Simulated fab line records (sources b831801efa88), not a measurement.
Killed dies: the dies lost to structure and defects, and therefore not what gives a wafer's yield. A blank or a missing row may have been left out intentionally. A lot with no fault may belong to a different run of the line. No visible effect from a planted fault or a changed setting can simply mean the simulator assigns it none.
fab line records | flow gf180mcu
record: lots: 6 | wafers: 18 | lastDay: 34
route steps=602 shown V5@540
lots with no fault: from the same line, run without faults
startH: start of the lot's first displayed wafer, in hours after the record's first day | waitH: hours since the lot's step before | " as in the row above | L1.1+2: one row covering several wafers at once | - either no value or no given start | * or withheld: withheld | < > ~ a bound
route shown NAME@n: names a module that has steps shown in the file, with the first one's number in the route | usual: mean/standard deviation taken from wafers without a fault | same: alike in all rows | chamber/n: place in a boat | sites: readings site by site | _std_site: their standard deviation | _edge_site: mean of outer sites minus mean of inner sites | radiusMm: for every site, how far away it sits from the centre of the wafer | mask NAME#n: copy n | behind: tool/chamber where the wafer was last shaped | hold: why the lot was held/for how many hours/how that ended | device: transistor that didn't switch, given as n, p or np | end of line: the route-end tests of the same wafers | for a step that has no rows: nothing shown but its recipe | killed: count of dies lost to structure and defects at first sort (not the wafer's yield) | map: dies across one wafer; x = killed, . = not, _ = none there
set.NAME: setting as actually run; set.NAME@STEP: the setting as run at that earlier step | model.NAME: the simulator's own value behind a step, which no gauge read
certain route steps with their lots: each step a table, each wafer a row
services: the hour from which a tool's chamber was out of use, counted from the record's first day as startH (under 0 if before that day), plus the number of hours and why
== steps ==
step: GF_V5_CVD_00
recipe: material: SiO2 | targetThkNm: 300 | sigmaOpenFrac: 0.3 | tempC: 400 | timeS: 50 | sih4FlowSccm: 60 | pressureMtorr: 6
step: GF_V5_THK_MEAS_01
recipe: reads: SiO2_of_V5_CVD_00
usual: V5_CVD_00_THK: 300/3.3
lot.wafer | tool         | chamber | startH | waitH | V5_CVD_00_THK[nm]
L519.1    | filmMetro-01 | -       | 625.99 | 0.0   | 298
L519.3    | "            | -       | "      | "     | 295
L519.4    | "            | -       | "      | "     | 301
L528.4    | filmMetro-02 | -       | 682.66 | 0.0   | 298
L528.5    | "            | -       | "      | "     | 299
L528.6    | "            | -       | "      | "     | 304
L535.1    | filmMetro-01 | -       | 731.50 | 0.0   | 300
L535.4    | "            | -       | "      | "     | 293
L535.5    | "            | -       | "      | "     | 295
L536.2    | filmMetro-01 | -       | 739.59 | 0.0   | 303
L536.5    | "            | -       | "      | "     | 303
L536.6    | "            | -       | "      | "     | 300
L540.1    | filmMetro-01 | -       | 756.92 | 0.0   | 299
L540.3    | "            | -       | "      | "     | 302
L540.5    | "            | -       | "      | "     | 304
L541.1    | filmMetro-01 | -       | 762.67 | 0.0   | 308
L541.2    | "            | -       | "      | "     | 305
L541.4    | "            | -       | "      | "     | 308
step: GF_V5_CVD_02
recipe: material: SiO2 | targetThkNm: 1450 | precursor: TEOS | tempC: 400 | timeS: 163.28 | rfW: 600
usual: heaterPowerW: 649/64
same: timeS: 163.28
lot.wafer | tool     | chamber | startH | waitH | heaterPowerW
L519.1    | pecvd-03 | 2       | 626.05 | 0.1   | 708
L519.3    | "        | 0       | "      | "     | 707
L519.4    | "        | 2       | "      | "     | 612
L528.4    | pecvd-03 | 0       | 682.74 | 0.1   | 557
L528.5    | "        | 1       | "      | "     | 538
L528.6    | "        | 2       | "      | "     | 592
L535.1    | pecvd-03 | 0       | 731.56 | 0.1   | 695
L535.4    | "        | 0       | "      | "     | 571
L535.5    | "        | 0       | "      | "     | 676
L536.2    | pecvd-04 | 0       | 739.64 | 0.0   | 675
L536.5    | "        | 1       | "      | "     | 528
L536.6    | "        | 0       | "      | "     | 736
L540.1    | pecvd-04 | 1       | 756.98 | 0.1   | 678
L540.3    | "        | 0       | "      | "     | 630
L540.5    | "        | 1       | "      | "     | 550
L541.1    | pecvd-01 | 0       | 762.73 | 0.1   | 663
L541.2    | "        | 2       | "      | "     | 764
L541.4    | "        | 1       | "      | "     | 690
step: GF_V5_THK_MEAS_03
recipe: reads: SiO2_of_V5_CVD_02
usual: V5_CVD_02_THK: 1460/21
lot.wafer | tool         | chamber | startH | waitH | V5_CVD_02_THK[nm]
L519.1    | filmMetro-01 | -       | 626.16 | 0.1   | 1453
L519.3    | "            | -       | "      | "     | 1432
L519.4    | "            | -       | "      | "     | 1453
L528.4    | filmMetro-01 | -       | 682.83 | 0.0   | 1465
L528.5    | "            | -       | "      | "     | 1505
L528.6    | "            | -       | "      | "     | 1467
L535.1    | filmMetro-02 | -       | 731.73 | 0.1   | 1470
L535.4    | "            | -       | "      | "     | 1477
L535.5    | "            | -       | "      | "     | 1469
L536.2    | filmMetro-01 | -       | 739.75 | 0.1   | 1474
L536.5    | "            | -       | "      | "     | 1491
L536.6    | "            | -       | "      | "     | 1489
L540.1    | filmMetro-01 | -       | 757.08 | 0.1   | 1432
L540.3    | "            | -       | "      | "     | 1431
L540.5    | "            | -       | "      | "     | 1451
L541.1    | filmMetro-01 | -       | 762.84 | 0.1   | 1447
L541.2    | "            | -       | "      | "     | 1440
L541.4    | "            | -       | "      | "     | 1488
step: GF_V5_CMP_04
recipe: material: SiO2 | downForcePsi: 4 | platenRpm: 60 | padVelocityMS: 0.94248
usual: motorCurrentA: 12.7/1.3
lot.wafer | tool   | chamber | startH | waitH | motorCurrentA
L519.1    | cmp-02 | 2       | 626.22 | 0.1   | 12.0
L519.3    | "      | 3       | "      | "     | 11.7
L519.4    | "      | 1       | "      | "     | 10.5
L528.4    | cmp-02 | 3       | 683.05 | 0.2   | 11.3
L528.6    | "      | 1       | "      | "     | 10.6
L528.5    | "      | 2       | "      | "     | 12.1
L535.1    | cmp-01 | 3       | 731.89 | 0.1   | 12.1
L535.4    | "      | 0       | "      | "     | 13.6
L535.5    | "      | 1       | "      | "     | 13.0
L536.2    | cmp-02 | 2       | 739.95 | 0.2   | 12.8
L536.6    | "      | 3       | "      | "     | 11.3
L536.5    | "      | 0       | "      | "     | 13.8
L540.1    | cmp-01 | 1       | 757.14 | 0.1   | 12.6
L540.3    | "      | 0       | "      | "     | 14.5
L540.5    | "      | 2       | "      | "     | 14.1
L541.1    | cmp-01 | 1       | 762.95 | 0.1   | 12.5
L541.4    | "      | 2       | "      | "     | 13.3
L541.2    | "      | 3       | "      | "     | 11.9
step: GF_V5_BOW_MEAS_05
recipe: mode: bow
usual: V5_BOW: 135/9.1
lot.wafer | tool         | chamber | startH | waitH | V5_BOW[um]
L519.1    | filmMetro-04 | -       | 626.52 | 0.2   | 138
L519.3    | "            | -       | "      | "     | 144
L519.4    | "            | -       | "      | "     | 139
L528.4    | filmMetro-04 | -       | 683.31 | 0.2   | 138
L528.5    | "            | -       | "      | "     | 152
L528.6    | "            | -       | "      | "     | 134
L535.1    | filmMetro-02 | -       | 732.09 | 0.1   | 129
L535.4    | "            | -       | "      | "     | 125
L535.5    | "            | -       | "      | "     | 129
L536.2    | filmMetro-02 | -       | 740.12 | 0.1   | 139
L536.5    | "            | -       | "      | "     | 143
L536.6    | "            | -       | "      | "     | 136
L540.1    | filmMetro-04 | -       | 757.44 | 0.2   | 136
L540.3    | "            | -       | "      | "     | 126
L540.5    | "            | -       | "      | "     | 123
L541.1    | filmMetro-01 | -       | 763.20 | 0.2   | 136
L541.2    | "            | -       | "      | "     | 145
L541.4    | "            | -       | "      | "     | 148
step: GF_V5_DEHYDRATE_06
recipe: tempC: 200 | timeS: 60
step: GF_V5_HMDS_07
recipe: primeTimeS: 60 | primeTempC: 120
step: GF_V5_COAT_08
recipe: resist: BARC | tempC: withheld | timeS: withheld | spinRpm: withheld | resistThkNm: withheld
step: GF_V5_COAT_09
recipe: resist: KrF | spinRpm: withheld | resistThkNm: 1000
step: GF_V5_SOFTBAKE_10
recipe: tempC: 130 | timeS: 60 | resist: KrF
step: GF_V5_EXPOSE_11
recipe: maskId: Via5 | targetCdNm: 260 | na: 0.68 | sourceShape: conventional | sigmaOuter: 0.6 | doseMj: 38
step: GF_V5_PEB_12
recipe: pebTempC: 135 | pebTimeS: 90 | resist: KrF
usual: chillPlateTempC: 22.99/0.1 | exhaustPa: 44.8/0.77
lot.wafer | tool          | chamber | startH | waitH | chillPlateTempC | exhaustPa
L519.1    | lithoTrack-04 | 0       | 646.56 | -     | 23.10           | 42.8
L519.3    | "             | 0       | "      | "     | 23.08           | 43.0
L519.4    | "             | 0       | "      | "     | 23.13           | 44.3
L528.4    | lithoTrack-03 | 0       | 702.41 | -     | 23.01           | 43.8
L528.5    | "             | 0       | "      | "     | 22.93           | 43.8
L528.6    | "             | 0       | "      | "     | 23.08           | 45.3
L535.1    | lithoTrack-04 | -       | 749.01 | -     | -               | -
L535.4    | "             | -       | "      | "     | -               | -
L535.5    | "             | -       | "      | "     | -               | -
L536.2    | lithoTrack-01 | -       | 756.17 | -     | -               | -
L536.5    | "             | -       | "      | "     | -               | -
L536.6    | "             | -       | "      | "     | -               | -
L540.1    | lithoTrack-04 | 0       | 773.56 | -     | 22.82           | 45.0
L540.3    | "             | 0       | "      | "     | 22.83           | 44.9
L540.5    | "             | 0       | "      | "     | 22.86           | 43.4
L541.1    | lithoTrack-01 | 0       | 778.08 | -     | 23.01           | 44.6
L541.2    | "             | 0       | "      | "     | 22.79           | 46.0
L541.4    | "             | 0       | "      | "     | 22.79           | 44.2
step: GF_V5_DEVELOP_13
recipe: developTimeS: 60 | resist: KrF | devTempC: 21
== services ==
tool     | chamber | startH | hours | kind
pecvd-01 | 1       | 604.63 | 4.7   | repair
pecvd-03 | 0       | 605.12 | -     | clean
pecvd-03 | 1       | 605.12 | -     | clean
pecvd-03 | 2       | 605.12 | -     | clean
pecvd-04 | 0       | 605.14 | 14.7  | repair
pecvd-01 | 2       | 630.22 | 6.9   | repair
cmp-01   | -       | 632.57 | 5.3   | pm
cmp-02   | -       | 645.54 | 5.5   | pm
pecvd-01 | 0       | 654.36 | 6.5   | repair
pecvd-04 | -       | 660.89 | 0.7   | repair
cmp-02   | -       | 677.36 | 2.9   | repair
cmp-01   | -       | 682.65 | 1.1   | repair
pecvd-03 | 1       | 725.90 | 6.5   | repair
pecvd-03 | -       | 739.72 | 0.4   | repair
cmp-01   | -       | 744.25 | 4.0   | pm
pecvd-03 | -       | 745.30 | 0.9   | repair
cmp-01   | -       | 748.25 | -     | consumableReplace:conditioner
cmp-01   | -       | 748.25 | -     | consumableReplace:pad
== key ==
firstSign: step: GF_V5_PEB_12 | reading: toolRecord | direction: missing
effect none on later readings
metAt GF_V5_PEB_12
struckWafers L535.1,L535.4,L535.5,L536.2,L536.5,L536.6
laterRowsLeftOut L535.1,L535.4,L535.5,L536.2,L536.5,L536.6
sortLeftOut L535.1,L535.4,L535.5,L536.2,L536.5,L536.6
onsetBetween 646.56 749.01
fault: kind: skippedStepWhole | tool: lithoTrack-01,lithoTrack-04 | chamber: - | onsetH: 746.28 | steps: GF_V5_PEB_12 | scope: struckLotsOnly
sortLeftOut: the simulated sort isn't trusted on such a fault, so these wafers' sort isn't shown, and their yield isn't known
laterRowsLeftOut: the simulator's readings of these wafers behind a module that went badly wrong aren't trusted and aren't shown, but for the sort
